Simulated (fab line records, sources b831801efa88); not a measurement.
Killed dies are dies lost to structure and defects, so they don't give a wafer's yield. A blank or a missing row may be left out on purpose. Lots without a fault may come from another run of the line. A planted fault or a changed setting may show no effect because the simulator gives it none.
Which tool did it? | flow gf180mcu | 12 lots, 36 wafers sampled, at 4 steps of a route of 602

WHAT THE GAUGES READ, wafer by wafer
GF_V5_CD_MEAS_14: target cd 260 nm. Usual: cd_nm 259.9 nm, standard deviation 1.
lot  | measured     | on        | cd_nm (nm)        | flag
L325 | day 27 02:04 | cd_sem-01 | 260.1 260.4 258.6 |
L328 | day 28 05:14 | cd_sem-01 | 260.5 261.1 262.3 |
L329 | day 28 11:40 | cd_sem-01 | 257.7 259.3 260.5 |
L331 | day 28 22:44 | cd_sem-01 | 261.2 261.4 261.8 |
L332 | day 29 07:10 | cd_sem-01 | 259.2 260.6 260.1 |
L333 | day 29 10:13 | cd_sem-01 | 260.3 260.6 260.5 |
L334 | day 30 00:59 | cd_sem-01 | 260.0 259.5 259.6 |
L337 | day 30 21:12 | cd_sem-02 | 261.8 261.4 262.3 |
L338 | day 31 09:26 | cd_sem-02 | 260.4 259.6 259.2 |
L341 | day 32 01:53 | cd_sem-02 | 258.7 259.0 259.3 |
L347 | day 33 07:03 | cd_sem-02 | 261.2 261.2 260.0 |
L348 | day 33 13:47 | cd_sem-01 | 258.9 258.7 259.8 |

WHICH TOOL RAN EACH LOT (tool, then ch and the chambers of the sampled wafers, then the start)
lot  | GF_MIM_SPUTTER_07            | GF_M5_METAL_ETCH_10               | GF_V5_CVD_02
L325 | pvd_sputter-01, day 24 08:45 | rie_metal-04 ch 0,1, day 26 04:40 | pecvd-03 ch 0,1,2, day 26 05:28
L328 | pvd_sputter-02, day 25 12:58 | rie_metal-01 ch 0,1, day 27 07:31 | pecvd-04 ch 0,1,2, day 27 08:17
L329 | pvd_sputter-01, day 25 21:01 | rie_metal-03 ch 1, day 27 14:06   | pecvd-04 ch 0,1, day 27 14:58
L331 | pvd_sputter-01, day 26 09:55 | rie_metal-01 ch 0,1, day 28 02:28 | pecvd-02 ch 1,2, day 28 03:11
L332 | pvd_sputter-04, day 26 18:01 | rie_metal-01 ch 1, day 28 10:52   | pecvd-04 ch 0,1, day 28 11:43
L333 | pvd_sputter-04, day 26 21:28 | rie_metal-03 ch 0,1, day 28 13:49 | pecvd-04 ch 0,2, day 28 14:37
L334 | pvd_sputter-02, day 27 13:29 | rie_metal-01 ch 0,1, day 29 05:00 | pecvd-02 ch 0,2, day 29 06:02
L337 | pvd_sputter-02, day 28 11:19 | rie_metal-01 ch 0,1, day 30 01:37 | pecvd-02 ch 0,1, day 30 02:25
L338 | pvd_sputter-04, day 29 00:34 | rie_metal-04 ch 0,1, day 30 14:16 | pecvd-04 ch 0,1,2, day 30 15:01
L341 | pvd_sputter-04, day 29 18:47 | rie_metal-04 ch 0,1, day 31 07:31 | pecvd-04 ch 0,1, day 31 08:16
L347 | pvd_sputter-01, day 31 03:34 | rie_metal-01 ch 0,1, day 32 13:49 | pecvd-04 ch 0,1, day 32 14:35
L348 | pvd_sputter-02, day 31 10:07 | rie_metal-01 ch 0,1, day 32 20:28 | pecvd-04 ch 0,1,2, day 32 21:13
- GF_MIM_SPUTTER_07: material TiN, target thk 60 nm, time 50 s.
- GF_M5_METAL_ETCH_10: etches the open film in Cl2/BCl3, stops on SiO2, target depth 627.5 nm, time 104.6 s.
- GF_V5_CVD_02: deposits SiO2 from TEOS, target thk 1450 nm, time 163.28 s.

WHAT THE TOOLS THEMSELVES READ (means of the sampled wafers that have a number; where no wafer has one, the mark that the record gives instead)
GF_MIM_SPUTTER_07. Usual: cathode_dc_power_W 6500.0 W, standard deviation 1.2; throttle_valve_pct 30.1 %, standard deviation 0.9.
lot  | tool           | cathode_dc_power_W (W) | throttle_valve_pct (%) | flag
L325 | pvd_sputter-01 | 6499.5                 | 30.4                   |
L328 | pvd_sputter-02 | 6500.0                 | 30.1                   |
L329 | pvd_sputter-01 | 6500.0                 | 30.5                   |
L331 | pvd_sputter-01 | 6500.6                 | 30.0                   |
L332 | pvd_sputter-04 | 6499.1                 | 30.4                   |
L333 | pvd_sputter-04 | 6500.4                 | 29.9                   |
L334 | pvd_sputter-02 | 6500.4                 | 29.8                   |
L337 | pvd_sputter-02 | 6499.9                 | 30.1                   |
L338 | pvd_sputter-04 | 6498.4                 | 30.3                   |
L341 | pvd_sputter-04 | 6501.2                 | 29.5                   |
L347 | pvd_sputter-01 | 6498.8                 | 29.9                   |
L348 | pvd_sputter-02 | 6499.5                 | 31.1                   |

GF_M5_METAL_ETCH_10. Usual: drypump_motor_current_A 6.1 A, standard deviation 0.6; mfc_cl2_sccm 79.95 sccm, standard deviation 0.25; oes_product_au 0.970 a.u., standard deviation 0.0071; throttle_valve_pct 28.253 %, standard deviation 0.01.
lot  | tool         | drypump_motor_current_A (A) | mfc_cl2_sccm (sccm) | oes_product_au (a.u.) | throttle_valve_pct (%) | flag
L325 | rie_metal-04 | 5.9                         | 80.09               | 0.966                 | 28.253                 |
L328 | rie_metal-01 | 5.8                         | 79.88               | 0.966                 | 28.262                 |
L329 | rie_metal-03 | 6.7                         | 79.86               | 0.966                 | 28.258                 |
L331 | rie_metal-01 | 5.8                         | 80.02               | 0.978                 | 28.251                 |
L332 | rie_metal-01 | 6.0                         | 80.13               | 0.966                 | 28.256                 |
L333 | rie_metal-03 | 6.6                         | 80.03               | 0.970                 | 28.252                 |
L334 | rie_metal-01 | 5.6                         | 79.72               | 0.964                 | 28.256                 |
L337 | rie_metal-01 | 5.6                         | 80.08               | 0.974                 | 28.245                 |
L338 | rie_metal-04 | 5.3                         | 79.62               | 0.973                 | 28.247                 |
L341 | rie_metal-04 | 5.9                         | 80.09               | 0.972                 | 28.253                 |
L347 | rie_metal-01 | 5.6                         | 79.79               | 0.969                 | 28.252                 |
L348 | rie_metal-01 | 5.8                         | 79.67               | 0.973                 | 28.244                 |

GF_V5_CVD_02. Usual: heater_power_outer_w 406 W, standard deviation 85; heater_power_w 715 W, standard deviation 130.
lot  | tool     | heater_power_outer_w (W) | heater_power_w (W) | flag
L325 | pecvd-03 | 384                      | 696                |
L328 | pecvd-04 | 337                      | 630                |
L329 | pecvd-04 | 318                      | 573                |
L331 | pecvd-02 | 394                      | 697                |
L332 | pecvd-04 | 292                      | 539                |
L333 | pecvd-04 | 441                      | 785                |
L334 | pecvd-02 | 424                      | 710                |
L337 | pecvd-02 | -                        | -                  | OFF
L338 | pecvd-04 | -                        | -                  | OFF
L341 | pecvd-04 | 363                      | 621                |
L347 | pecvd-04 | 318                      | 570                |
L348 | pecvd-04 | 306                      | 598                |

THE ANSWER, worked out from the rows above alone
Rule: a lot is off if the mean of its wafers that have a number lies more than 3 standard deviations from the usual mean. A lot without any number at a reading at which 4 lots or more have one is off too. The other lots that the step has rows for count as sound. The gauges are gone through in route order, then the tools' own readings, and for those a lot's mean is taken as printed above. The first step at which some lot is off is used, and at that step the reading that is off furthest; a lot without a number counts as furthest.
Off: L337, L338, at GF_V5_CVD_02 (heater_power_outer_w). Without a number there: L337, L338.
A tool fits if, at that step or a process step before it, it ran every lot that is off, and no sound lot after the first of them. None of those tried fits.

WHAT THE SIMULATOR HAD PUT IN
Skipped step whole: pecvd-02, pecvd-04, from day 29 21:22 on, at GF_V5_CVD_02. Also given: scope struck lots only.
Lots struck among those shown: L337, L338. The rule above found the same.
